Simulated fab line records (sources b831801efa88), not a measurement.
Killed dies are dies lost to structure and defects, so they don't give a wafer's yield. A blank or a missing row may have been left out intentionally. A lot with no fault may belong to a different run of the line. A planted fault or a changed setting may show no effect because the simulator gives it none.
Comparing a struck lot with a sound one || flow sky130 || 16 out of 708 route steps
Sound: wafers L901.2, L901.3, L901.5. Struck: wafer L904.3. (L904.5, L904.6 of the same lot were not struck and are left out.) The cause comes at the end.
At each step with rows: each side's tool, then ch and its chambers, then its first start. Under that, the readings that differ: sound wafers || struck wafers || difference of the means || sigmas: that difference in standard deviations of wafers without a fault.
alike: readings with means less than 2 such deviations apart, plus words and numbers identical on both sides. not compared: withheld readings, readings lacking a value on some wafer, bounds such as >300 that could conceal the same value, and numbers that have no deviation in the record and whose values overlap.
A row with sigmas, a row that says differs or no value, or rows on one side alone: a step with any of these is where the two part. When numbers do not overlap yet have no deviation, they are printed without sigmas and do not part them. A reading that every wafer of one side lacks parts them only if that side has two wafers or more.

first, 7 steps without rows for these wafers: SKY_METAL4_HMDS_06 (prime time 60 s); SKY_METAL4_COAT_07 (resist thk 60 nm); SKY_METAL4_COAT_08 (resist thk 1140 nm); SKY_METAL4_SOFTBAKE_09 (time 90 s); SKY_METAL4_EXPOSE_10 (exposes mask MM4, target cd 300 nm); SKY_METAL4_PEB_11; SKY_METAL4_DEVELOP_12 (develop time 60 s).
SKY_METAL4_CD_MEAS_13: the cd target is 300 nm.
  sound on cd sem-01, day 45 19:26; struck on cd sem-01, day 46 11:47
  alike: cd nm
SKY_METAL4_OVL_MEAS_14:
  sound on overlay-02, day 45 19:32; struck on overlay-02, day 46 11:53
  alike: METAL4_OVL
SKY_METAL4_DESCUM_15: chemistry O2, time 8 s.
  sound on rie metal-03 ch 0,1, day 45 19:34; struck on rie metal-03 ch 1, day 46 11:55
  alike: drypump motor current A, oes product au
  not compared: rf hours counter h
SKY_METAL4_ETCH_16: etches BARC in N2/H2, stops on SiO2, time 88.2 s, target depth 60 nm.
  sound on rie metal-03 ch 0,1, day 45 19:36; struck on rie metal-03 ch 1, day 46 11:58
  alike: drypump motor current A, oes product au, run length s, throttle valve pct
  not compared: rf hours counter h
SKY_METAL4_ETCH_17: etches SiO2 in C4F8/O2/Ar, stops on TiN, time 3.9 s, target depth 15 nm.
  sound on rie diel-01 ch 2,3, day 45 19:42; struck on rie diel-02 ch 3, day 46 12:02
{"reading": "oes product au (a.u.)", "sound": "0.758 0.758 0.760", "struck": 0.745, "difference": -0.014, "sigmas": -2}
  not compared: rf hours counter h
SKY_METAL4_METAL_ETCH_18: etches the open film in Cl2/BCl3, stops on SiO2, target depth 845 nm, time 183.1 s.
  sound on rie metal-04 ch 0,1, day 45 19:43; struck on rie metal-01 ch 0, day 46 12:07
{"reading": "oes product au (a.u.)", "sound": "0.875 0.873 0.872", "struck": 0.993, "difference": "+0.120", "sigmas": "+20"}
{"reading": "run length s (s)", "sound": "210.8 210.9 211.6", "struck": 182.8, "difference": -28.3, "sigmas": -41}
{"reading": "model.KrF-thick_of_METAL4_COAT_08.thk nm (nm)", "sound": "526.1 528.2 529.2", "struck": 610.5, "difference": "+82.7", "sigmas": ""}
{"reading": "model.METAL4.cd nm (nm)", "sound": "291.4 291.3 299.2", "struck": 306.9, "difference": "+12.9", "sigmas": ""}
{"reading": "model.SiO2_of_VIA3_HDPCVD_00.thk nm (nm)", "sound": "436.2 437 436.2", "struck": 439.8, "difference": "+3.3", "sigmas": ""}
  alike: drypump motor current A, throttle valve pct
  not compared: rf hours counter h
SKY_METAL4_STRIP_19: strips in O2/N2.
  sound on plasma asher-01 ch 0,1, day 45 19:54; struck on plasma asher-04 ch 1, day 46 12:16
{"reading": "oes product au (a.u.)", "sound": "0.500 0.502 0.499", "struck": 0.536, "difference": "+0.036", "sigmas": "+7"}
{"reading": "strip time to endpoint s (s)", "sound": "6.53 6.55 6.55", "struck": 7.36, "difference": "+0.82", "sigmas": "+14"}
  alike: drypump motor current A
  not compared: rf hours counter h
then, 1 step without rows for these wafers: SKY_METAL4_STRIP_20 (strips in post etch residue remover, time 1200 s).
-- the record jumps here: 3 days lie between the struck wafers' starts before and after (it left off in module METAL4 and takes up again in module PAD_OPEN, whose first step shown is number 708 of the route) --
SKY_PAD_OPEN_PROBE_99:
  sound on prober-01, day 49 10:11; struck on prober-02, day 49 22:29
{"reading": "model.etest.met4.width nm (nm)", "sound": "293.2 289.4 296.9", "struck": 308.9, "difference": "+15.7", "sigmas": ""}
{"reading": "model.etest.met4.line ohm um", "sound": "0.1457 0.1463 0.1406", "struck": 0.1391, "difference": -0.0051, "sigmas": ""}
  not compared: model.etest.met4 comb.leak log10 a um

WHERE THEY PART
Earliest at SKY_METAL4_ETCH_17; latest, in this record, at SKY_METAL4_STRIP_19.

WHY: the cause the simulator had injected
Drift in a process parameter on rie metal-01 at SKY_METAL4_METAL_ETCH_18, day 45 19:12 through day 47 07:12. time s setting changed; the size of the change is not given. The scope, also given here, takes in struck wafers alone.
